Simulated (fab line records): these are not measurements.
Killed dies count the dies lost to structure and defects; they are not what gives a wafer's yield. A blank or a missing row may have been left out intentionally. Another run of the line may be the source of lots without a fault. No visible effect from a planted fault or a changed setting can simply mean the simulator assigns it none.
Lot-split experiment || flow sfq line || 23 wafers read from 5 lots, route of 325 steps

## ON THE SPLIT
At SFQ_TRILAYER_L0_LITHO_COAT_005 (resist thk 600 nm), the setting spin rpm was moved away from the recipe's 3000 rpm on 10 of the 23 wafers read, by -5.8% to +5.5%. All remaining wafers had this setting at the recipe value.

The reading comes from the split's own step.

## THE READING
KrF_of_TRILAYER_L0_LITHO_COAT_005.thk nm (the simulator's own value, which no gauge read), in nm, at SFQ_TRILAYER_L0_LITHO_COAT_005 (resist thk 600 nm). The file gives no usual value for it. Here, 13 wafers ran the recipe; their average is 600.1 nm with a standard deviation of 1.8 nm.

{"wafer": "L076.1", "tool, chamber at the split": "litho track-04, 0", "spin rpm as run, rpm": 3000, "against the recipe": "recipe", "KrF_of_TRILAYER_L0_LITHO_COAT_005.thk nm, nm": 599.9, "against lot-mates on the recipe": "-"}
{"wafer": "L076.2", "tool, chamber at the split": "litho track-04, 0", "spin rpm as run, rpm": 3165, "against the recipe": "+5.5%", "KrF_of_TRILAYER_L0_LITHO_COAT_005.thk nm, nm": 584.4, "against lot-mates on the recipe": -14.7}
{"wafer": "L076.3", "tool, chamber at the split": "litho track-04, 0", "spin rpm as run, rpm": 3165, "against the recipe": "+5.5%", "KrF_of_TRILAYER_L0_LITHO_COAT_005.thk nm, nm": 583.4, "against lot-mates on the recipe": -15.7}
{"wafer": "L076.4", "tool, chamber at the split": "litho track-04, 0", "spin rpm as run, rpm": 3165, "against the recipe": "+5.5%", "KrF_of_TRILAYER_L0_LITHO_COAT_005.thk nm, nm": 585.4, "against lot-mates on the recipe": -13.7}
{"wafer": "L076.5", "tool, chamber at the split": "litho track-04, 0", "spin rpm as run, rpm": 3000, "against the recipe": "recipe", "KrF_of_TRILAYER_L0_LITHO_COAT_005.thk nm, nm": 598.3, "against lot-mates on the recipe": "-"}
{"wafer": "L079.1", "tool, chamber at the split": "litho track-03, 0", "spin rpm as run, rpm": 3000, "against the recipe": "recipe", "KrF_of_TRILAYER_L0_LITHO_COAT_005.thk nm, nm": 601.4, "against lot-mates on the recipe": "-"}
{"wafer": "L079.2", "tool, chamber at the split": "litho track-03, 0", "spin rpm as run, rpm": 3000, "against the recipe": "recipe", "KrF_of_TRILAYER_L0_LITHO_COAT_005.thk nm, nm": 600.1, "against lot-mates on the recipe": "-"}
{"wafer": "L079.4", "tool, chamber at the split": "litho track-03, 0", "spin rpm as run, rpm": 3086, "against the recipe": "+2.9%", "KrF_of_TRILAYER_L0_LITHO_COAT_005.thk nm, nm": 592.4, "against lot-mates on the recipe": -8.4}
{"wafer": "L079.5", "tool, chamber at the split": "litho track-03, 0", "spin rpm as run, rpm": 3086, "against the recipe": "+2.9%", "KrF_of_TRILAYER_L0_LITHO_COAT_005.thk nm, nm": 591.9, "against lot-mates on the recipe": -8.9}
{"wafer": "L079.6", "tool, chamber at the split": "litho track-03, 0", "spin rpm as run, rpm": 3086, "against the recipe": "+2.9%", "KrF_of_TRILAYER_L0_LITHO_COAT_005.thk nm, nm": 593.8, "against lot-mates on the recipe": -7.0}
{"wafer": "L080.1", "tool, chamber at the split": "litho track-03, 0", "spin rpm as run, rpm": 2826, "against the recipe": "-5.8%", "KrF_of_TRILAYER_L0_LITHO_COAT_005.thk nm, nm": 621.3, "against lot-mates on the recipe": "+18.9"}
{"wafer": "L080.2", "tool, chamber at the split": "litho track-03, 0", "spin rpm as run, rpm": 3000, "against the recipe": "recipe", "KrF_of_TRILAYER_L0_LITHO_COAT_005.thk nm, nm": 601.6, "against lot-mates on the recipe": "-"}
{"wafer": "L080.3", "tool, chamber at the split": "litho track-03, 0", "spin rpm as run, rpm": 3000, "against the recipe": "recipe", "KrF_of_TRILAYER_L0_LITHO_COAT_005.thk nm, nm": 603.1, "against lot-mates on the recipe": "-"}
{"wafer": "L080.4", "tool, chamber at the split": "litho track-03, 0", "spin rpm as run, rpm": 3000, "against the recipe": "recipe", "KrF_of_TRILAYER_L0_LITHO_COAT_005.thk nm, nm": 602.4, "against lot-mates on the recipe": "-"}
{"wafer": "L080.6", "tool, chamber at the split": "litho track-03, 0", "spin rpm as run, rpm": 2826, "against the recipe": "-5.8%", "KrF_of_TRILAYER_L0_LITHO_COAT_005.thk nm, nm": 621.8, "against lot-mates on the recipe": "+19.4"}
{"wafer": "L083.1", "tool, chamber at the split": "litho track-04, 0", "spin rpm as run, rpm": 3000, "against the recipe": "recipe", "KrF_of_TRILAYER_L0_LITHO_COAT_005.thk nm, nm": 601.6, "against lot-mates on the recipe": "-"}
{"wafer": "L083.5", "tool, chamber at the split": "litho track-04, 0", "spin rpm as run, rpm": 3000, "against the recipe": "recipe", "KrF_of_TRILAYER_L0_LITHO_COAT_005.thk nm, nm": 598.4, "against lot-mates on the recipe": "-"}
{"wafer": "L083.6", "tool, chamber at the split": "litho track-04, 0", "spin rpm as run, rpm": 3000, "against the recipe": "recipe", "KrF_of_TRILAYER_L0_LITHO_COAT_005.thk nm, nm": 598.6, "against lot-mates on the recipe": "-"}
{"wafer": "L085.2", "tool, chamber at the split": "litho track-03, 0", "spin rpm as run, rpm": 3000, "against the recipe": "recipe", "KrF_of_TRILAYER_L0_LITHO_COAT_005.thk nm, nm": 600.5, "against lot-mates on the recipe": "-"}
{"wafer": "L085.3", "tool, chamber at the split": "litho track-03, 0", "spin rpm as run, rpm": 3000, "against the recipe": "recipe", "KrF_of_TRILAYER_L0_LITHO_COAT_005.thk nm, nm": 597.1, "against lot-mates on the recipe": "-"}
{"wafer": "L085.4", "tool, chamber at the split": "litho track-03, 0", "spin rpm as run, rpm": 3000, "against the recipe": "recipe", "KrF_of_TRILAYER_L0_LITHO_COAT_005.thk nm, nm": 598.4, "against lot-mates on the recipe": "-"}
{"wafer": "L085.5", "tool, chamber at the split": "litho track-03, 0", "spin rpm as run, rpm": 2926, "against the recipe": "-2.5%", "KrF_of_TRILAYER_L0_LITHO_COAT_005.thk nm, nm": 606.8, "against lot-mates on the recipe": "+8.1"}
{"wafer": "L085.6", "tool, chamber at the split": "litho track-03, 0", "spin rpm as run, rpm": 2926, "against the recipe": "-2.5%", "KrF_of_TRILAYER_L0_LITHO_COAT_005.thk nm, nm": 607.1, "against lot-mates on the recipe": "+8.4"}

FIT RESULTS
A straight line over all 23 wafers: KrF_of_TRILAYER_L0_LITHO_COAT_005.thk nm changes by -3.13 nm for each +1% of spin rpm; r = -0.98; the points scatter about the line by 1.9 nm.
The same after taking each lot's own level away (the mean of its wafers on the recipe; 23 wafers): -2.98 nm for each +1%; r = -0.99; scatter 1.2 nm.
On that fit, the largest move of spin rpm shifts the reading by 17 nm.
The lots' own levels span 598.67 to 602.37 nm, that is 2.1 times the standard deviation above.
So the lot-to-lot level changes the slope little: the two slopes agree.
Check: with one of the wafers moved furthest among these (-5.8%) left out of the fit, the line predicts +17.4 nm for it against its lot-mates. It came out at +18.9 nm against them.

## THE OTHER SPLITS THESE WAFERS WENT THROUGH
Before the reading, these wafers also passed through other splits. Each is held against what the fit with the lots' levels taken away leaves over:
{"other split on the same wafers": "SFQ_TRILAYER_L0_LITHO_COAT_010 resist thk nm", "wafers away from the commonest value": 12, "r with KrF_of_TRILAYER_L0_LITHO_COAT_005.thk nm (lot level and that fit taken away)": "+0.48"}

## THE FILE'S OWN FIT
KrF_of_TRILAYER_L0_LITHO_COAT_005.thk nm changes by -3.01 nm for each +1% of spin rpm, r = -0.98.
